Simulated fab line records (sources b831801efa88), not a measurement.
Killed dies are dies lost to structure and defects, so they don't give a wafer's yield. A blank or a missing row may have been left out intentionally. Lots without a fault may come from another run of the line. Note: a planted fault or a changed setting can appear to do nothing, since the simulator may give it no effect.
Problem report, 8D (eight disciplines) form, completed by code | flow sfq_line | the parts of the form that need people (team, actions taken, sign-off) are left out

## 1. THE ISSUE
run_length_s at SFQ_TRILAYER_R5_BARC_OPEN_METAL_ETCH_177 reads a mean of 73.0 s on 3 wafers of 2 lots; wafers without a fault read 70.1 s with a standard deviation of 0.63. That puts it +4.6 standard deviations away from the usual mean.
The step: etches BARC in O2, target depth 125 nm, time 41.7 s.
Earliest sighting: wafer L879.3 on rie_metal-04 at day 67 20:34. The record holds 42 wafers of 14 lots with a number at this step. The rule behind "out" and "out of limits": a value lying over 4 standard deviations away from the usual mean. The other wafers with a number count as sound.

## 2. WHAT IT IS, WHAT IT ISN'T
question                    | is                     | is not
which readings at this step | run_length_s           | drypump_motor_current_A
which lots                  | L879, L880             | L865, L866, L867, L868, L869, L870, L871, L872, L874, L885, L886, L887
which wafers of those lots  | L879.3, L880.3, L880.6 | L879.4, L879.5, L880.2
read on which tools         | rie_metal-04           | rie_metal-02, rie_metal-03
when                        | from day 67 20:34      | up to then (29 sound wafers); but 10 sound wafers of L880, L885, L886, L887 came after

## 3. SUSPECTS, AND WHAT RULES EACH OUT
Counting: a tool at a process step up to the reading stays a suspect if it ran every lot that is out. Sound lots after the first of them don't rule it out here, since some wafers of a struck lot are sound.
- rie_metal-04 at SFQ_TRILAYER_R5_BARC_OPEN_METAL_ETCH_177 (etches BARC in O2, target depth 125 nm, time 41.7 s): kept. It ran every lot that is out, first L879 (day 67 20:34); its last sound lot up to then is L874 (day 60 01:24). Its own readings are out on those wafers: run_length_s.
After counting, what remains is rie_metal-04 at SFQ_TRILAYER_R5_BARC_OPEN_METAL_ETCH_177.

## 4. THE CAUSE (what the simulator had put in)
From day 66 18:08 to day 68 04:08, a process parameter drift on rie_metal-04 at SFQ_TRILAYER_R5_BARC_OPEN_METAL_ETCH_177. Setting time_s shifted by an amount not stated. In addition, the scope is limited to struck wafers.
The count eliminated every tool but this one.

## 5. THE CHAIN OF EFFECTS, in route order
One row per reading whose mean, taken over the struck wafers that have a number, lies over 3 standard deviations from the usual. Scope: only readings with a usual standard deviation given in the record; hours: median across lots of the time from each lot's start at the first step in this table that gives one to its start at this step; sigmas: change in usual standard deviations.
hours | step                                     | reading        | usual      | on struck wafers | change | sigmas
0     | SFQ_TRILAYER_R5_BARC_OPEN_METAL_ETCH_177 | oes_product_au | 0.685 a.u. | 0.667            | -0.018 | -3.7
0     | SFQ_TRILAYER_R5_BARC_OPEN_METAL_ETCH_177 | run_length_s   | 70.1 s     | 73.0             | +2.9   | +4.6
It contains these process steps:
- SFQ_TRILAYER_R5_BARC_OPEN_METAL_ETCH_177: etches BARC in O2, target depth 125 nm, time 41.7 s.

## 6. WHAT WOULD HAVE CAUGHT IT SOONER
The fault began at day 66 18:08; the first out-of-limits reading in this record came at day 67 20:34, 26 hours later.
